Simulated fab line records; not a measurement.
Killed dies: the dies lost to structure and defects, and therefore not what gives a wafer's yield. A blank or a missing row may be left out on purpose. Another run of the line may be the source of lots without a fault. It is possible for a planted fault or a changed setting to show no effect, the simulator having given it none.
What tool caused it? | flow sky130 | 36 wafers from 12 lots sampled at 4 of the route's 708 steps

WHAT THE GAUGES READ, wafer by wafer
SKY_FIELD_ISO_CD_MEAS_13: the cd target is 150 nm. Usual: cdNm reads 149.7 nm (standard deviation 1.4).
lot  | measured    | on       | cdNm (nm)         | flag
L817 | day 2 06:40 | cdSem-02 | 150.4 149.9 148.4 | 
L818 | day 2 10:35 | cdSem-01 | 147.7 149.3 148.9 | 
L819 | day 2 16:34 | cdSem-01 | 147.5 149.2 147.9 | 
L820 | day 2 21:52 | cdSem-01 | 150.9 150.1 149.8 | 
L821 | day 3 00:44 | cdSem-01 | 149.8 150.4 150.2 | 
L822 | day 3 07:09 | cdSem-02 | 150.2 150.0 148.2 | 
L824 | day 3 17:45 | cdSem-02 | 153.9 153.1 153.3 | 
L823 | day 3 18:26 | cdSem-01 | 149.4 150.1 150.4 | 
L825 | day 4 02:10 | cdSem-01 | 148.1 148.0 149.3 | 
L826 | day 4 02:32 | cdSem-02 | 147.0 146.6 147.4 | 
L833 | day 5 19:58 | cdSem-01 | 150.2 150.9 148.9 | 
L834 | day 5 23:06 | cdSem-02 | 150.9 151.9 150.8 | 

SKY_NWELL_OVL_MEAS_23. Usual: NWELL_01_OVL gives -0.3 nm (standard deviation 1.3).
lot  | measured    | on         | NWELL_01_OVL (nm) | flag
L817 | day 5 12:45 | overlay-01 | 0.2 -1.4 -0.6     | 
L818 | day 6 03:38 | overlay-02 | 0.7 0.5 2.5       | 
L819 | day 6 13:34 | overlay-01 | -5.1 -2.8 -1.0    | 
L820 | day 6 15:32 | overlay-02 | 0.8 0.1 0.0       | 
L821 | day 6 14:26 | overlay-01 | 1.9 1.8 1.0       | 
L822 | day 7 03:56 | overlay-01 | 0.9 1.1 -0.7      | 
L824 | day 7 19:31 | overlay-01 | -1.3 0.4 -2.1     | 
L823 | day 7 18:10 | overlay-02 | -0.9 -1.6 0.4     | 
L825 | day 7 19:10 | overlay-02 | 0.9 1.5 1.3       | 
L826 | day 7 21:19 | overlay-01 | -1.3 -1.9 -2.7    | 
L833 | day 9 10:08 | overlay-01 | 0.0 0.9 0.3       | 
L834 | day 9 19:49 | overlay-01 | 0.3 -0.3 -0.2     | 

EACH LOT AND THE TOOL THAT RAN IT (in order: tool; ch and the chambers of the sampled wafers; start)
lot  | SKY_NWELL_IMPLANT_12           | SKY_NWELL_STRIP_14
L817 | implanter-02 ch 0, day 4 19:20 | plasmaAsher-02 ch 0,1, day 4 19:36
L818 | implanter-02 ch 0, day 5 09:18 | plasmaAsher-01 ch 0,1, day 5 09:36
L819 | implanter-02 ch 0, day 5 19:12 | plasmaAsher-02 ch 0,1, day 5 19:30
L820 | implanter-03 ch 0, day 5 20:52 | plasmaAsher-04 ch 0,1, day 5 21:08
L821 | implanter-04 ch 0, day 5 20:07 | plasmaAsher-04 ch 0,1, day 5 20:23
L822 | implanter-03 ch 0, day 6 09:37 | plasmaAsher-04 ch 0,1, day 6 09:53
L824 | implanter-02 ch 0, day 7 00:14 | plasmaAsher-04 ch 0,1, day 7 00:32
L823 | implanter-02 ch 0, day 6 23:01 | plasmaAsher-04 ch 0,1, day 6 23:17
L825 | implanter-03 ch 0, day 6 23:46 | plasmaAsher-01 ch 0,1, day 7 00:04
L826 | implanter-02 ch 0, day 7 01:16 | plasmaAsher-04 ch 0,1, day 7 01:32
L833 | implanter-04 ch 0, day 8 12:13 | plasmaAsher-04 ch 0,1, day 8 12:30
L834 | implanter-04 ch 0, day 8 21:55 | plasmaAsher-01 ch 1, day 8 22:11
- SKY_NWELL_IMPLANT_12
- SKY_NWELL_STRIP_14: strips in O2/N2.

WHAT THE TOOLS THEMSELVES READ (means of the sampled wafers that have a number; where no wafer has one, the mark that the record gives instead)
SKY_NWELL_IMPLANT_12. Usual: doseIonsCm2 1.3004e+12, standard deviation 1.4e+09; faradayCurrentUA 7.35, standard deviation 0.15.
lot  | tool         | doseIonsCm2 | faradayCurrentUA | flag
L817 | implanter-02 | 1.3013e+12  | 7.33             | 
L818 | implanter-02 | 1.3017e+12  | 7.37             | 
L819 | implanter-02 | 1.3017e+12  | 7.18             | 
L820 | implanter-03 | 1.2997e+12  | 7.47             | 
L821 | implanter-04 | 1.3014e+12  | 7.32             | 
L822 | implanter-03 | 1.2983e+12  | 7.37             | 
L824 | implanter-02 | 1.3014e+12  | 7.36             | 
L823 | implanter-02 | 1.3001e+12  | 7.33             | 
L825 | implanter-03 | 1.2993e+12  | 7.34             | 
L826 | implanter-02 | 1.2995e+12  | 7.30             | 
L833 | implanter-04 | 1.1900e+12  | 6.78             | OFF
L834 | implanter-04 | 1.1899e+12  | 6.80             | OFF

SKY_NWELL_STRIP_14. Usual: drypumpMotorCurrentA 5.7 A, standard deviation 0.31; n2FlowSccm 300.0 sccm, standard deviation 0.92; oesProductAu 0.723 a.u., standard deviation 0.0049; stripTimeToEndpointS 36.95 s, standard deviation 0.093.
lot  | tool           | drypumpMotorCurrentA (A) | n2FlowSccm (sccm) | oesProductAu (a.u.) | stripTimeToEndpointS (s) | flag
L817 | plasmaAsher-02 | 5.6                      | 301.6             | 0.720               | 36.92                    | 
L818 | plasmaAsher-01 | 5.7                      | 299.7             | 0.721               | 36.90                    | 
L819 | plasmaAsher-02 | 5.6                      | 300.4             | 0.718               | 36.98                    | 
L820 | plasmaAsher-04 | 5.8                      | 300.2             | 0.720               | 36.89                    | 
L821 | plasmaAsher-04 | 5.5                      | 299.5             | 0.723               | 36.85                    | 
L822 | plasmaAsher-04 | 5.8                      | 299.9             | 0.725               | 36.90                    | 
L824 | plasmaAsher-04 | 5.8                      | 300.3             | 0.722               | 36.90                    | 
L823 | plasmaAsher-04 | 5.5                      | 300.6             | 0.725               | 37.14                    | 
L825 | plasmaAsher-01 | 5.7                      | 299.5             | 0.719               | 36.93                    | 
L826 | plasmaAsher-04 | 5.8                      | 300.6             | 0.721               | 37.00                    | 
L833 | plasmaAsher-04 | 5.8                      | 299.7             | 0.720               | 36.85                    | 
L834 | plasmaAsher-01 | 6.2                      | 298.6             | 0.725               | 36.95                    | 

THE ANSWER, worked out from the rows above alone
Rule: a lot counts as off when the mean over its wafers that have a number is more than 3 standard deviations away from the usual mean. Also off: a lot with no number at a reading for which 4 or more lots have one. All remaining lots with rows at the step are treated as sound. After the gauges, taken in route order, come the tools' own readings; for these a lot's mean is taken, as printed above. At the first step where some lot is off, the reading lying furthest off is the one used; lots without a number count as furthest.
Off: L833, L834 (SKY_NWELL_IMPLANT_12, doseIonsCm2).
A tool fits if, at that step or a process step before it, it ran every lot that is off, and no sound lot after the first of them. One fits: SKY_NWELL_IMPLANT_12 on implanter-04. Its last sound lot is L821 (day 5 20:07), its first lot that is off L833 (day 8 12:13): a fault that began between those two fits.
The tool's own readings at SKY_NWELL_IMPLANT_12 bear it out: on the lots that are off they differ by more than 5 times the standard deviation of the sound lots' means. doseIonsCm2 reads 1.1900e+12 there against 1.3004e+12 on the sound lots; faradayCurrentUA reads 6.79 there against 7.34 on the sound lots.

WHAT HAD BEEN PUT IN BY THE SIMULATOR
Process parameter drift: implanter-04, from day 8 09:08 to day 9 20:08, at SKY_NWELL_IMPLANT_12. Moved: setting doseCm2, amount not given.
Shown lots that were struck: L833, L834. The rule given above showed the same thing.
